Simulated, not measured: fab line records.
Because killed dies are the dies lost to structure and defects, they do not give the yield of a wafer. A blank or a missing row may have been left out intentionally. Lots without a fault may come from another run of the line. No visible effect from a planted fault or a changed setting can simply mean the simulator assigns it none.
Which tool was responsible? + flow gf180mcu + 13 lots with 38 wafers sampled at 4 steps, on a route of 602 steps

== WHAT THE GAUGES READ, wafer by wafer ==
GF_M3_RS_MEAS_05: a four-point-probe measurement. Usual: M3_ALCU_RS 0.0692 ohm/sq, standard deviation 0.00065.
| lot  | measured     | on            | M3_ALCU_RS (ohm/sq)  | flag |
|------|--------------|---------------|----------------------|------|
| L823 | day 20 08:28 | film metro-01 | 0.0707 0.0696 0.0706 |      |
| L825 | day 21 05:11 | film metro-01 | 0.0697 0.0691 0.0692 |      |
| L826 | day 21 08:41 | film metro-01 | 0.0688 0.0688 0.0691 |      |
| L828 | day 22 06:19 | film metro-02 | 0.0697 0.0694 0.0693 |      |
| L829 | day 22 14:50 | film metro-01 | 0.0697 0.0700 0.0705 |      |
| L830 | day 22 23:47 | film metro-01 | 0.0685 0.0701 0.0690 |      |
| L833 | day 23 20:23 | film metro-04 | 0.0698               |      |
| L841 | day 26 15:08 | film metro-02 | 0.0683 0.0680 0.0679 |      |
| L842 | day 26 21:38 | film metro-04 | 0.0688 0.0684 0.0684 |      |
| L843 | day 27 01:22 | film metro-01 | 0.0700 0.0696 0.0692 |      |
| L844 | day 27 09:32 | film metro-01 | 0.0689 0.0692 0.0688 |      |
| L845 | day 27 17:16 | film metro-02 | 0.0688 0.0695 0.0684 |      |
| L846 | day 28 01:33 | film metro-01 | 0.0693 0.0686 0.0690 |      |

GF_M3_OVL_MEAS_15. Usual: M3_OVL -2 nm, standard deviation 5.1.
| lot  | measured     | on         | M3_OVL (nm) | flag |
|------|--------------|------------|-------------|------|
| L823 | day 21 09:31 | overlay-01 | -4 3 -4     |      |
| L825 | day 22 05:07 | overlay-01 | -4 -1 -3    |      |
| L826 | day 22 07:58 | overlay-02 | -6 0 -2     |      |
| L828 | day 23 05:16 | overlay-01 | 6 8 2       |      |
| L829 | day 23 13:32 | overlay-02 | 1 -3 4      |      |
| L830 | day 23 21:44 | overlay-02 | 3 4 0       |      |
| L833 | day 24 19:01 | overlay-01 | -16         |      |
| L841 | day 27 11:47 | overlay-01 | -9 11 5     |      |
| L842 | day 27 18:22 | overlay-02 | 2 -3 -2     |      |
| L843 | day 27 21:01 | overlay-01 | -1 2 -2     |      |
| L844 | day 28 05:22 | overlay-02 | -1 -1 1     |      |
| L845 | day 28 12:53 | overlay-01 | 1 0 -1      |      |
| L846 | day 28 20:49 | overlay-02 | 0 -7 -11    |      |

== TOOL THAT RAN EACH LOT (tool first, then ch and the chambers of the sampled wafers, then the start) ==
| lot  | GF_V2_ETCH_17                                 | GF_V2_CMP_26                  |
|------|-----------------------------------------------|-------------------------------|
| L823 | rie diel-03 ch 0,1, day 20 07:55 or earlier   | cmp-02 ch 1,3, day 20 07:55   |
| L825 | rie diel-01 ch 1,2, day 21 04:39 or earlier   | cmp-02 ch 1,2, day 21 04:39   |
| L826 | rie diel-03 ch 0,3, day 21 08:13 or earlier   | cmp-02 ch 0,1,3, day 21 08:13 |
| L828 | rie diel-03 ch 1,2, day 22 05:48 or earlier   | cmp-02 ch 0,3, day 22 05:48   |
| L829 | rie diel-03 ch 1,3, day 22 14:23 or earlier   | cmp-02 ch 0,2,3, day 22 14:23 |
| L830 | rie diel-03 ch 0,3, day 22 23:17 or earlier   | cmp-02 ch 1,2, day 22 23:17   |
| L833 | rie diel-03 ch 0,3, day 23 19:54 or earlier   | cmp-02 ch 0,3, day 23 19:54   |
| L841 | rie diel-04 ch 1,2, day 26 14:37 or earlier   | cmp-01 ch 0,2,3, day 26 14:37 |
| L842 | rie diel-01 ch 0,2,3, day 26 21:07 or earlier | cmp-01 ch 2,3, day 26 21:07   |
| L843 | rie diel-03 ch 0,1,3, day 27 00:53 or earlier | cmp-01 ch 0,1,2, day 27 00:53 |
| L844 | rie diel-04 ch 0,2,3, day 27 08:58 or earlier | cmp-01 ch 0,1,3, day 27 08:58 |
| L845 | rie diel-04 ch 0,2,3, day 27 16:46 or earlier | cmp-01 ch 0,1,3, day 27 16:46 |
| L846 | rie diel-01 ch 0,1, day 28 01:06 or earlier   | cmp-02 ch 0,2,3, day 28 01:06 |
- GF_V2_ETCH_17: etches SiO2 in C4F8/O2/Ar, stops on TiN, target depth 630 nm.
- GF_V2_CMP_26: polishes, stops on SiO2, t overpolish 15 s, target thk 0 nm.

== AS READ BY THE TOOLS THEMSELVES (means over the sampled wafers that have a number; for cases with no such wafer, the mark the record gives instead) ==
GF_V2_ETCH_17. Usual: 0.856 a.u. for oes product au, sd 0.0042.
| lot  | tool        | oes product au (a.u.) | flag |
|------|-------------|-----------------------|------|
| L823 | rie diel-03 | 0.853                 |      |
| L825 | rie diel-01 | 0.858                 |      |
| L826 | rie diel-03 | 0.855                 |      |
| L828 | rie diel-03 | 0.853                 |      |
| L829 | rie diel-03 | 0.857                 |      |
| L830 | rie diel-03 | 0.860                 |      |
| L833 | rie diel-03 | 0.851                 |      |
| L841 | rie diel-04 | 0.855                 |      |
| L842 | rie diel-01 | 0.860                 |      |
| L843 | rie diel-03 | 0.856                 |      |
| L844 | rie diel-04 | 0.854                 |      |
| L845 | rie diel-04 | 0.856                 |      |
| L846 | rie diel-01 | 0.856                 |      |

GF_V2_CMP_26. Usual: motor current A 11.0 A, standard deviation 1.1; overpolish run s 15.001 s, standard deviation 0.009; time to endpoint s 85 s, standard deviation 3.9.
| lot  | tool   | motor current A (A) | overpolish run s (s) | time to endpoint s (s) | flag |
|------|--------|---------------------|----------------------|------------------------|------|
| L823 | cmp-02 | 11.0                | 15.005               | 83                     |      |
| L825 | cmp-02 | 10.3                | 15.004               | 85                     |      |
| L826 | cmp-02 | 11.6                | 14.992               | 85                     |      |
| L828 | cmp-02 | 12.0                | 14.997               | 87                     |      |
| L829 | cmp-02 | 11.0                | 14.995               | 88                     |      |
| L830 | cmp-02 | 10.2                | 14.984               | 85                     |      |
| L833 | cmp-02 | 12.5                | 7.518                | 110                    | OFF  |
| L841 | cmp-01 | 10.3                | 15.014               | 84                     |      |
| L842 | cmp-01 | 10.2                | 15.002               | 85                     |      |
| L843 | cmp-01 | 10.8                | 15.000               | 82                     |      |
| L844 | cmp-01 | 11.8                | 15.003               | 84                     |      |
| L845 | cmp-01 | 11.5                | 15.004               | 86                     |      |
| L846 | cmp-02 | 11.3                | 15.003               | 91                     |      |

== THE ANSWER, worked out from the rows above alone ==
Rule: a lot is off if the mean of its wafers that have a number lies more than 3 standard deviations from the usual mean. A lot without any number at a reading at which 4 lots or more have one is off too. Any other lot the step has rows for is counted as sound. After the gauges, taken in route order, come the tools' own readings; for these a lot's mean is taken, as printed above. At the first step where some lot is off, the reading lying furthest off is the one used; lots without a number count as furthest.
Off at GF_V2_CMP_26 (overpolish run s): L833.
A tool fits if, at that step or a process step before it, it ran every lot that is off, and no sound lot after the first of them. GF_V2_ETCH_17: start missing for some lots; hours and lot order therefore follow GF_V2_CMP_26. Not one of the candidates tried fits.

== WHAT WAS PUT IN BY THE SIMULATOR ==
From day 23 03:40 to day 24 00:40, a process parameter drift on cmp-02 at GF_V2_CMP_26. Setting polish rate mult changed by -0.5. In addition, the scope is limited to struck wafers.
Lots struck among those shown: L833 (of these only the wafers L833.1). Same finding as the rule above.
